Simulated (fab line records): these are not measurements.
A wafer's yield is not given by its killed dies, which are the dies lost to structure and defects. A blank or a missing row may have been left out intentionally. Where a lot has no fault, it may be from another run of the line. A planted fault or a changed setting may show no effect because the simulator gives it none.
Matching of chambers || flow sky130 || 4 sister chambers for SKY_LI_CONTACT_CMP_24 on cmp-02
The step polishes, stops on PSG, t overpolish 20 s, target thk 0 nm. 8 wafers are shown with their chamber, then 12 later ones without.

## WAFERS PAIRED WITH THEIR CHAMBERS
{"wafer": "L088.3", "chamber": 1, "motor current A (A)": 9.9, "time to endpoint s (s)": 100}
{"wafer": "L089.4", "chamber": 1, "motor current A (A)": 10.0, "time to endpoint s (s)": 97}
{"wafer": "L090.1", "chamber": 2, "motor current A (A)": 13.2, "time to endpoint s (s)": 91}
{"wafer": "L090.5", "chamber": 3, "motor current A (A)": 12.0, "time to endpoint s (s)": 100}
{"wafer": "L092.4", "chamber": 2, "motor current A (A)": 12.9, "time to endpoint s (s)": 89}
{"wafer": "L097.1", "chamber": 0, "motor current A (A)": 10.8, "time to endpoint s (s)": 95}
{"wafer": "L097.5", "chamber": 3, "motor current A (A)": 11.5, "time to endpoint s (s)": 96}
{"wafer": "L097.6", "chamber": 0, "motor current A (A)": 10.1, "time to endpoint s (s)": 94}

## WAFERS WHOSE CHAMBER IS MISSING
{"wafer": "L094.2", "motor current A (A)": 10.2, "time to endpoint s (s)": 97}
{"wafer": "L094.3", "motor current A (A)": 11.4, "time to endpoint s (s)": 100}
{"wafer": "L094.4", "motor current A (A)": 10.4, "time to endpoint s (s)": 94}
{"wafer": "L094.1", "motor current A (A)": 13.5, "time to endpoint s (s)": 90}
{"wafer": "L094.5", "motor current A (A)": 12.7, "time to endpoint s (s)": 90}
{"wafer": "L094.6", "motor current A (A)": 10.4, "time to endpoint s (s)": 99}
{"wafer": "L096.1", "motor current A (A)": 9.7, "time to endpoint s (s)": 95}
{"wafer": "L096.2", "motor current A (A)": 12.8, "time to endpoint s (s)": 93}
{"wafer": "L096.5", "motor current A (A)": 10.6, "time to endpoint s (s)": 93}
{"wafer": "L095.1", "motor current A (A)": 12.7, "time to endpoint s (s)": 93}
{"wafer": "L095.3", "motor current A (A)": 10.0, "time to endpoint s (s)": 93}
{"wafer": "L095.5", "motor current A (A)": 9.7, "time to endpoint s (s)": 97}

## CHAMBER TAKEN BY EACH
{"wafer": "L094.2", "from the rows above": "can't be placed: 1 or 0", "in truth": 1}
{"wafer": "L094.3", "from the rows above": 3, "in truth": 3}
{"wafer": "L094.4", "from the rows above": 0, "in truth": 0}
{"wafer": "L094.1", "from the rows above": 2, "in truth": 2}
{"wafer": "L094.5", "from the rows above": 2, "in truth": 2}
{"wafer": "L094.6", "from the rows above": "can't be placed: 1 or 0", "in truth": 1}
{"wafer": "L096.1", "from the rows above": "can't be placed: 1 or 0", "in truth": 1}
{"wafer": "L096.2", "from the rows above": 2, "in truth": 2}
{"wafer": "L096.5", "from the rows above": 0, "in truth": 0}
{"wafer": "L095.1", "from the rows above": 2, "in truth": 2}
{"wafer": "L095.3", "from the rows above": "can't be placed: 0 or 1", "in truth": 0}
{"wafer": "L095.5", "from the rows above": "can't be placed: 1 or 0", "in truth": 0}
Correct placement for 7 of the 12. Not placeable from these rows: 5 (in 5, the candidates include the true chamber). Number placed wrongly: 0.
How it was worked out, from the rows above alone: a wafer's distance from a chamber is the root of the sum, over the readings, of the square of ((its reading less the chamber's mean) divided by the reading's scatter). The wafer belongs to the nearest chamber; if the next one is less than 2 further off, it can't be placed. A chamber's mean is the mean of its shown wafers. The scatter is the square root of a quotient: the sum, over the shown wafers, of each reading's squared deviation from its chamber's mean, divided by wafers minus chambers.
